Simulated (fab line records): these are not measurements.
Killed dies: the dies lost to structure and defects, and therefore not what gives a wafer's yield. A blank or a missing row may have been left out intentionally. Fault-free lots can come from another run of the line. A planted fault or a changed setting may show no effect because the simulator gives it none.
Code-filled problem report in 8D (eight disciplines) form + flow sky130 + the parts of the form that need people (team, actions taken, sign-off) are left out

## 1. THE ISSUE
At SKY_PAD_OPEN_PROBE_99, sort_bin_3_pad_short averages 5.3 % over 6 wafers from 2 lots, while fault-free wafers read 0.9 %, standard deviation 0.41. That puts it +11 standard deviations away from the usual mean.
Earliest sighting: wafer L868.1 on prober-02 at day 49 14:39. At this step, 24 wafers from 8 lots have a number in the record. Rule for "out" (also "out of limits"): further than 4 standard deviations from the usual mean. Any other wafer with a number is counted as sound.

## 2. WHAT THIS IS AND IS NOT
| question                    | is                                       | is not                                                                   |
|-----------------------------|------------------------------------------|--------------------------------------------------------------------------|
| which readings at this step | sort_bin_3_pad_short, killed_at_M0_to_M3 | killed_at_M4_up, killed at front end, killed at other, sort_bin_6_memory |
| which lots                  | L868, L869                               | L853, L856, L861, L863, L866, L873                                       |
| which wafers of those lots  | all that have a number                   | -                                                                        |
| read on which tools         | prober-01, prober-02                     | -                                                                        |
| when                        | from day 49 14:39                        | up to then (15 sound wafers); but 3 sound wafers of L873 came after      |

## 3. SUSPECTS, AND WHAT RULES EACH OUT
Counting: a tool stays on the suspect list if, at a process step up to the reading, it processed all lots that are out and no sound lot following the first of them.
- pvd sputter-03 at SKY_METAL2_SPUTTER_03 (material Ti, target thk 5 nm, time 3.3 s): kept. All lots that are out passed through it, beginning with L868 at day 39 02:49, and no sound lot followed; its final sound lot before that point was L863 at day 37 21:59.
- pvd sputter-03 at SKY_METAL4_SPUTTER_00 (material Ti, target thk 15 nm, time 10 s): ruled out as a lasting fault. Sound lots L873 ran on it after its first lot that is out, L868 (day 44 09:29).
- pvd sputter-03 at SKY_METAL4_SPUTTER_03 (material Ti, target thk 5 nm, time 3.3 s): ruled out as a lasting fault. Sound lots L873 ran on it after its first lot that is out, L868 (day 44 09:34).
After counting, what remains is pvd sputter-03 at SKY_METAL2_SPUTTER_03.

## 4. THE CAUSE (what the simulator had put in)
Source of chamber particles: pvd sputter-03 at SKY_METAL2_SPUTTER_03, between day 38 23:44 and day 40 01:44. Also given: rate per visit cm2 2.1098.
Counting left only this tool.

## 5. THE CHAIN OF EFFECTS, in route order
Each row: a reading where the mean over the struck wafers with a number is more than 3 standard deviations away from the usual. Only readings for which the record gives a usual standard deviation are gone through. hours: the time from each lot's start at the first step in this table that gives one to its start at this step, as a median over the lots. sigmas: the change in usual standard deviations.
| hours | step                  | reading              | usual  | on struck wafers | change | sigmas |
|-------|-----------------------|----------------------|--------|------------------|--------|--------|
| 0     | SKY_PAD_OPEN_PROBE_99 | defect limited yield | 82.4 % | 72.4             | -10.0  | -5.0   |
| 0     | SKY_PAD_OPEN_PROBE_99 | killed_at_M0_to_M3   | 43     | 101              | +58    | +8.7   |
| 0     | SKY_PAD_OPEN_PROBE_99 | killed dies          | 87     | 136              | +49    | +5.0   |
| 0     | SKY_PAD_OPEN_PROBE_99 | sort_bin_3_pad_short | 0.9 %  | 5.3              | +4.4   | +11    |
| 0     | SKY_PAD_OPEN_PROBE_99 | sort_bin_5_function  | 10.4 % | 16.2             | +5.8   | +4.2   |
| 0     | SKY_PAD_OPEN_PROBE_99 | sort n pass          | 405    | 356              | -49    | -5.0   |
| 0     | SKY_PAD_OPEN_PROBE_99 | sort yield pct       | 82.4 % | 72.4             | -10.0  | -5.0   |
Process steps it contains:
- SKY_PAD_OPEN_PROBE_99

## 6. WHAT WOULD HAVE CAUGHT IT SOONER
The fault began at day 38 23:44; the first out-of-limits reading in this record came at day 49 14:39, 255 hours later.
No tool reading at SKY_METAL2_SPUTTER_03 that has a usual standard deviation in the record was out on any struck wafer, so an alarm limit of 4 standard deviations on those readings would not have fired.
Each of the lots that are out, 2 in all, had begun SKY_METAL2_SPUTTER_03 on pvd sputter-03 no later than day 49 14:39. Holding the tool at that point would not have protected any of them.
